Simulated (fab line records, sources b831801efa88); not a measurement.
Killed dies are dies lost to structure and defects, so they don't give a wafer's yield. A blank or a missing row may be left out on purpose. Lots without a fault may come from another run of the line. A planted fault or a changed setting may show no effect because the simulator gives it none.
Chamber matching | flow gf180mcu | GF_SAB_CVD_00 on pecvd-02: 3 sister chambers
The step deposits SiO2 from TEOS, target thk 50 nm, time 4.9302 s. 3 wafers are shown with their chamber, then 8 later ones without.

WAFERS WITH THEIR CHAMBER
wafer  | chamber | heater_power_w (W)
L081.1 | 0       | 641
L081.2 | 2       | 619
L081.4 | 1       | 734

WAFERS WITHOUT THEIR CHAMBER
wafer  | heater_power_w (W)
L081.5 | 642
L081.6 | 613
L083.1 | 585
L083.2 | 634
L083.3 | 699
L083.4 | 595
L083.5 | 640
L083.6 | 704

WHICH CHAMBER EACH WENT THROUGH
wafer  | from the rows above     | in truth
L081.5 | can't be placed: 0 or 2 | 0
L081.6 | can't be placed: 2 or 0 | 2
L083.1 | can't be placed: 2 or 0 | 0
L083.2 | can't be placed: 0 or 2 | 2
L083.3 | can't be placed: 1 or 0 | 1
L083.4 | can't be placed: 2 or 0 | 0
L083.5 | can't be placed: 0 or 2 | 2
L083.6 | can't be placed: 1 or 0 | 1
Placed correctly: 0 of 8. Can't be placed from these rows: 8 (the true chamber is among the candidates in 8). Placed wrongly: 0.
How it was worked out, from the rows above alone: a wafer's distance from a chamber is the root of the sum, over the readings, of the square of ((its reading less the chamber's mean) divided by the reading's scatter). The wafer belongs to the nearest chamber; if the next one is less than 2 further off, it can't be placed. A chamber's mean is the mean of its shown wafers. The scatter: with one shown wafer a chamber, the root of the mean of the squares of how far each hidden wafer lies from its nearest shown one.
